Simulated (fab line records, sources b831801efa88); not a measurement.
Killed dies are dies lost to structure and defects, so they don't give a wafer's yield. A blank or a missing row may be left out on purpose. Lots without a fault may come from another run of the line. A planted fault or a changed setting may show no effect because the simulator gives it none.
Which tool did it? | flow sfq_line | 15 lots, 45 wafers sampled, at 4 steps of a route of 325

WHAT THE GAUGES READ, wafer by wafer
SFQ_M0_RS_MEAS_904: measures by four-point-probe. Usual: M0_NB_RS 0.885 ohm/sq, standard deviation 0.009.
lot  | measured     | on            | M0_NB_RS (ohm/sq) | flag
L598 | day 8 03:43  | film_metro-04 | 0.874 0.873 0.879 |
L599 | day 8 18:08  | film_metro-02 | 0.872 0.871 0.868 |
L604 | day 9 21:16  | film_metro-03 | 0.799 0.797 0.803 | OFF
L605 | day 10 02:04 | film_metro-02 | 0.789 0.793 0.794 | OFF
L606 | day 10 08:17 | film_metro-02 | 0.894 0.900 0.898 |
L607 | day 10 14:05 | film_metro-02 | 0.795 0.793 0.792 | OFF
L612 | day 12 00:32 | film_metro-02 | 0.888 0.895 0.900 |
L613 | day 12 09:55 | film_metro-04 | 0.896 0.889 0.894 |
L614 | day 12 18:22 | film_metro-04 | 0.887 0.889 0.889 |
L615 | day 13 01:31 | film_metro-03 | 0.901 0.897 0.891 |
L617 | day 14 04:31 | film_metro-03 | 0.895 0.879 0.877 |
L618 | day 14 09:19 | film_metro-04 | 0.890 0.887 0.892 |
L619 | day 14 16:31 | film_metro-03 | 0.885 0.889 0.887 |
L620 | day 14 18:56 | film_metro-03 | 0.870 0.883 0.875 |
L621 | day 14 22:32 | film_metro-04 | 0.891 0.886 0.883 |

SFQ_I3_OVL_MEAS_923. Usual: I3_OVL 3 nm, standard deviation 6.6.
lot  | measured     | on         | I3_OVL (nm) | flag
L598 | day 38 10:09 | overlay-02 | 4 4 5       |
L599 | day 38 17:21 | overlay-02 | 5 9 5       |
L604 | day 41 16:28 | overlay-02 | 14 10 5     |
L605 | day 45 10:46 | overlay-01 | -19 -12 -15 |
L606 | day 45 12:06 | overlay-01 | -1 -1 -6    |
L607 | day 45 13:18 | overlay-01 | 10 6 10     |
L612 | day 51 16:32 | overlay-01 | 0 12 2      |
L613 | day 52 06:56 | overlay-02 | -2 -1 1     |
L614 | day 53 02:09 | overlay-02 | 5 6 10      |
L615 | day 53 09:20 | overlay-01 | 7 6 4       |
L617 | day 53 18:56 | overlay-01 | 4 9 3       |
L618 | day 53 22:32 | overlay-01 | -4 9 4      |
L619 | day 54 04:32 | overlay-01 | 6 20 14     |
L620 | day 54 06:56 | overlay-01 | 3 8 2       |
L621 | day 54 09:20 | overlay-01 | 3 0 -2      |

WHICH TOOL RAN EACH LOT (tool, then ch and the chambers of the sampled wafers, then the start)
lot  | SFQ_TRILAYER_M0_DEP_SPUTTER_019 | SFQ_TRILAYER_M0_ETCH_METAL_ETCH_024
L598 | pvd_sputter-05, day 8 03:36     | rie_metal-04 ch 0,1, day 8 18:48
L599 | pvd_sputter-06, day 8 18:00     | rie_metal-03 ch 0,1, day 9 09:02
L604 | pvd_sputter-06, day 9 21:10     | rie_metal-04 ch 0,1, day 10 02:33
L605 | pvd_sputter-06, day 10 01:58    | rie_metal-03 ch 0,1, day 10 04:57
L606 | pvd_sputter-04, day 10 08:10    | rie_metal-03 ch 0, day 10 10:56
L607 | pvd_sputter-06, day 10 13:58    | rie_metal-04 ch 0,1, day 10 20:49
L612 | pvd_sputter-04, day 12 00:26    | rie_metal-03 ch 0,1, day 12 05:23
L613 | pvd_sputter-04, day 12 09:50    | rie_metal-04 ch 0, day 12 12:26
L614 | pvd_sputter-05, day 12 18:13    | rie_metal-02 ch 0,1, day 12 20:52
L615 | pvd_sputter-05, day 13 01:25    | rie_metal-02 ch 0,1, day 13 04:28
L617 | pvd_sputter-05, day 14 04:26    | rie_metal-02 ch 0,1, day 18 14:59
L618 | pvd_sputter-06, day 14 09:14    | rie_metal-04 ch 0,1, day 18 23:23
L619 | pvd_sputter-06, day 14 16:26    | rie_metal-03 ch 0,1, day 19 11:23
L620 | pvd_sputter-05, day 14 18:49    | rie_metal-03 ch 0,1, day 19 14:59
L621 | pvd_sputter-06, day 14 22:25    | rie_metal-02 ch 0,1, day 19 18:33
- SFQ_TRILAYER_M0_DEP_SPUTTER_019: material Nb, target thk 200 nm, time 133.3 s.
- SFQ_TRILAYER_M0_ETCH_METAL_ETCH_024: etches Nb in Cl2/Ar, stops on SiO2, target depth 240 nm, time 120 s.

WHAT THE TOOLS THEMSELVES READ (means of the sampled wafers that have a number; where no wafer has one, the mark that the record gives instead)
SFQ_TRILAYER_M0_DEP_SPUTTER_019. Usual: cathode_dc_power_W 2000.0 W, standard deviation 0.34; throttle_valve_pct 30.6 %, standard deviation 1.1.
lot  | tool           | cathode_dc_power_W (W) | throttle_valve_pct (%) | flag
L598 | pvd_sputter-05 | 1999.9                 | 30.6                   |
L599 | pvd_sputter-06 | 2000.2                 | 31.0                   |
L604 | pvd_sputter-06 | 2219.5                 | 30.7                   | OFF
L605 | pvd_sputter-06 | 2219.7                 | 30.7                   | OFF
L606 | pvd_sputter-04 | 2000.2                 | 30.1                   |
L607 | pvd_sputter-06 | 2219.2                 | 29.9                   | OFF
L612 | pvd_sputter-04 | 1999.7                 | 29.0                   |
L613 | pvd_sputter-04 | 1999.8                 | 30.2                   |
L614 | pvd_sputter-05 | 2000.3                 | 30.5                   |
L615 | pvd_sputter-05 | 2000.0                 | 30.1                   |
L617 | pvd_sputter-05 | 2000.0                 | 30.4                   |
L618 | pvd_sputter-06 | 1999.8                 | 31.0                   |
L619 | pvd_sputter-06 | 2000.0                 | 30.9                   |
L620 | pvd_sputter-05 | 1999.9                 | 30.9                   |
L621 | pvd_sputter-06 | 1999.6                 | 30.6                   |

SFQ_TRILAYER_M0_ETCH_METAL_ETCH_024. Usual: drypump_motor_current_A 5.5 A, standard deviation 0.32; oes_product_au 0.896 a.u., standard deviation 0.0075.
lot  | tool         | drypump_motor_current_A (A) | oes_product_au (a.u.) | flag
L598 | rie_metal-04 | 5.8                         | 0.904                 |
L599 | rie_metal-03 | 5.2                         | 0.903                 |
L604 | rie_metal-04 | 5.8                         | 0.955                 | OFF
L605 | rie_metal-03 | 5.2                         | 0.953                 | OFF
L606 | rie_metal-03 | 5.1                         | 0.886                 |
L607 | rie_metal-04 | 5.8                         | 0.952                 | OFF
L612 | rie_metal-03 | 5.2                         | 0.881                 |
L613 | rie_metal-04 | 5.7                         | 0.897                 |
L614 | rie_metal-02 | 5.2                         | 0.892                 |
L615 | rie_metal-02 | 5.2                         | 0.892                 |
L617 | rie_metal-02 | 5.2                         | 0.903                 |
L618 | rie_metal-04 | 5.8                         | 0.895                 |
L619 | rie_metal-03 | 5.2                         | 0.901                 |
L620 | rie_metal-03 | 5.1                         | 0.902                 |
L621 | rie_metal-02 | 5.5                         | 0.894                 |

THE ANSWER, worked out from the rows above alone
Rule: a lot is off if the mean of its wafers that have a number lies more than 3 standard deviations from the usual mean. A lot without any number at a reading at which 4 lots or more have one is off too. The other lots that the step has rows for count as sound. The gauges are gone through in route order, then the tools' own readings, and for those a lot's mean is taken as printed above. The first step at which some lot is off is used, and at that step the reading that is off furthest; a lot without a number counts as furthest.
Off: L604, L605, L607, at SFQ_M0_RS_MEAS_904 (M0_NB_RS).
A tool fits if, at a process step before that reading, it ran every lot that is off, and no sound lot after the first of them. The gauges at SFQ_M0_RS_MEAS_904 aren't tried: what is off there is off at SFQ_TRILAYER_M0_DEP_SPUTTER_019 too, on other tools, and a gauge's error can't cause that. None of those tried fits.

WHAT THE SIMULATOR HAD PUT IN
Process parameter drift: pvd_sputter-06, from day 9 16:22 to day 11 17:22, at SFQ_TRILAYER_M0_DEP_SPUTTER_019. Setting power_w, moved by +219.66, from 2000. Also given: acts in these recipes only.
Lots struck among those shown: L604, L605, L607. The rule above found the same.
